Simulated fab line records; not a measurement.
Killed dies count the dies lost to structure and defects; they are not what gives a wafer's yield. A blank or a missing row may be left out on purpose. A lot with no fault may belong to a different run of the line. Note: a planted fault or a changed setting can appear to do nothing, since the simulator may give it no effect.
Check for tools in common -- flow gf180mcu -- Sample size 14 lots and 41 wafers

## WHAT PROMPTED THE OPENING
At GF_HV_LDD_CD_MEAS_19 the reading cd-nm is flagged on 2 of 14 lots. Wafers without a fault read 400.2 nm, standard deviation 2.5.
Rule: a lot gets a flag if all its wafers with a number sit over 4 standard deviations from that mean, or if no wafer of it has a number. As for the other lots, they are considered sound.

lot,measured,on,"cd-nm (nm), wafer by wafer",flag
L734,day 11 00:26,cd-sem-01,399.2 398.1 398.5,
L735,day 11 12:02,cd-sem-01,398.8 398.9 399.1,
L736,day 11 22:17,cd-sem-02,402.0 403.0 403.5,
L737,day 12 08:59,cd-sem-02,403.8 406.1 403.2,
L738,day 12 09:23,cd-sem-02,396.7 397.6 397.4,
L739,day 12 14:02,cd-sem-02,397.8 397.2 399.3,
L740,day 12 21:38,cd-sem-01,400.8 399.8 399.8,
L741,day 13 05:41,cd-sem-01,400.4 401.0 401.6,
L744,day 13 21:47,cd-sem-02,396.0 397.6 399.7,
L751,day 16 06:11,cd-sem-01,274.7 274.7 271.0,FLAGGED
L752,day 16 08:27,cd-sem-01,274.1 273.1 273.7,FLAGGED
L754,day 17 03:32,cd-sem-02,399.9 400.0 402.6,
L756,day 17 11:53,cd-sem-02,399.4 400.7,
L757,day 17 14:32,cd-sem-01,401.8 402.4 402.2,
The numbers of the flagged lots are 273.6 nm on average: -126.6 nm against the usual, or -51 standard deviations.

## EACH LOT AND THE TOOL IT RAN ON
The record holds 1 process step before the reading, out of a route of 602 steps. Read each cell as the tool, then ch plus the chambers that the sampled wafers visited, then the start.
lot,flag,GF_HV_LDD_DEVELOP_18
L734,,"litho-track-04 ch 0, day 11 00:17"
L735,,"litho-track-02 ch 0, day 11 11:53"
L736,,"litho-track-01 ch 0, day 11 22:08"
L737,,"litho-track-04 ch 0, day 12 08:50"
L738,,"litho-track-02 ch 0, day 12 09:14"
L739,,"litho-track-04 ch 0, day 12 13:53"
L740,,"litho-track-04 ch 0, day 12 21:29"
L741,,"litho-track-02 ch 0, day 13 05:32"
L744,,"litho-track-02 ch 0, day 13 21:38"
L751,FLAGGED,"litho-track-01 ch 0, day 16 06:02"
L752,FLAGGED,"litho-track-01 ch 0, day 16 08:19"
L754,,"litho-track-04 ch 0, day 17 03:23"
L756,,"litho-track-02 ch 0, day 17 11:44"
L757,,"litho-track-04 ch 0, day 17 14:25"
These steps, and what they do:
- GF_HV_LDD_DEVELOP_18: develop time 60 s.
- GF_HV_LDD_CD_MEAS_19: target cd 400 nm.

## FLAGGED OVER TOTAL, TOOL BY TOOL (the gauges that took the reading come last)
step,tool,lots run,flagged,share of the flagged lots,sound lots run after its first flagged lot
GF_HV_LDD_DEVELOP_18,litho-track-01,3,2,all,0
GF_HV_LDD_DEVELOP_18,litho-track-02,5,0,none,-
GF_HV_LDD_DEVELOP_18,litho-track-04,6,0,none,-
GF_HV_LDD_CD_MEAS_19,cd-sem-01,7,2,all,1 (L757)
GF_HV_LDD_CD_MEAS_19,cd-sem-02,7,0,none,-

## THE TABLE: WHAT IT ALLOWS
Rows of the table that ran all the flagged lots, 2 in number: litho-track-01 at GF_HV_LDD_DEVELOP_18; cd-sem-01 at GF_HV_LDD_CD_MEAS_19.
- litho-track-01 at GF_HV_LDD_DEVELOP_18: 2 of its 3 lots flagged. Its last sound lot is L736 (day 11 22:08), its first flagged lot L751 (day 16 06:02): a fault that began between those two fits.
- cd-sem-01 at GF_HV_LDD_CD_MEAS_19: 2 of its 7 lots flagged. After the first flagged lot (L757), sound lots still ran on it; a lasting fault on the whole tool would not permit that.
Left over: one tool, litho-track-01 at GF_HV_LDD_DEVELOP_18.

## WHAT THE SIMULATOR PUT IN
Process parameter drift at GF_HV_LDD_DEVELOP_18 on litho-track-01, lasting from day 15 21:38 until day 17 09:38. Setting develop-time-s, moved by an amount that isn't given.
Struck lots among those shown: L751, L752. Same finding as the rule above.
